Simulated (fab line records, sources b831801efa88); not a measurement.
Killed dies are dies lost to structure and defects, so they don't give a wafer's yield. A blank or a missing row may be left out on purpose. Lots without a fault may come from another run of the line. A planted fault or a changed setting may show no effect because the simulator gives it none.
Chamber matching | flow gf180mcu | GF_MIM_CVD_05 on pecvd-04: 3 sister chambers
The step deposits Si3N4, target thk 42 nm, time 29.086 s. 3 wafers are shown with their chamber, then 9 later ones without.

WAFERS WITH THEIR CHAMBER
wafer  | chamber | heater_power_w (W)
L620.5 | 2       | 705
L621.2 | 1       | 570
L621.5 | 0       | 556

WAFERS WITHOUT THEIR CHAMBER
wafer  | heater_power_w (W)
L622.1 | 653
L622.2 | 568
L622.6 | 654
L625.2 | 596
L625.3 | 544
L625.6 | 540
L626.1 | 618
L626.2 | 632
L626.3 | 605

WHICH CHAMBER EACH WENT THROUGH
wafer  | from the rows above          | in truth
L622.1 | can't be placed: 2 or 1 or 0 | 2
L622.2 | can't be placed: 1 or 0      | 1
L622.6 | can't be placed: 2 or 1 or 0 | 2
L625.2 | can't be placed: 1 or 0      | 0
L625.3 | can't be placed: 0 or 1      | 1
L625.6 | can't be placed: 0 or 1      | 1
L626.1 | can't be placed: 1 or 0 or 2 | 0
L626.2 | can't be placed: 1 or 2 or 0 | 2
L626.3 | can't be placed: 1 or 0 or 2 | 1
Placed correctly: 0 of 9. Can't be placed from these rows: 9 (the true chamber is among the candidates in 9). Placed wrongly: 0.
How it was worked out, from the rows above alone: a wafer's distance from a chamber is the root of the sum, over the readings, of the square of ((its reading less the chamber's mean) divided by the reading's scatter). The wafer belongs to the nearest chamber; if the next one is less than 2 further off, it can't be placed. A chamber's mean is the mean of its shown wafers. The scatter: with one shown wafer a chamber, the root of the mean of the squares of how far each hidden wafer lies from its nearest shown one.
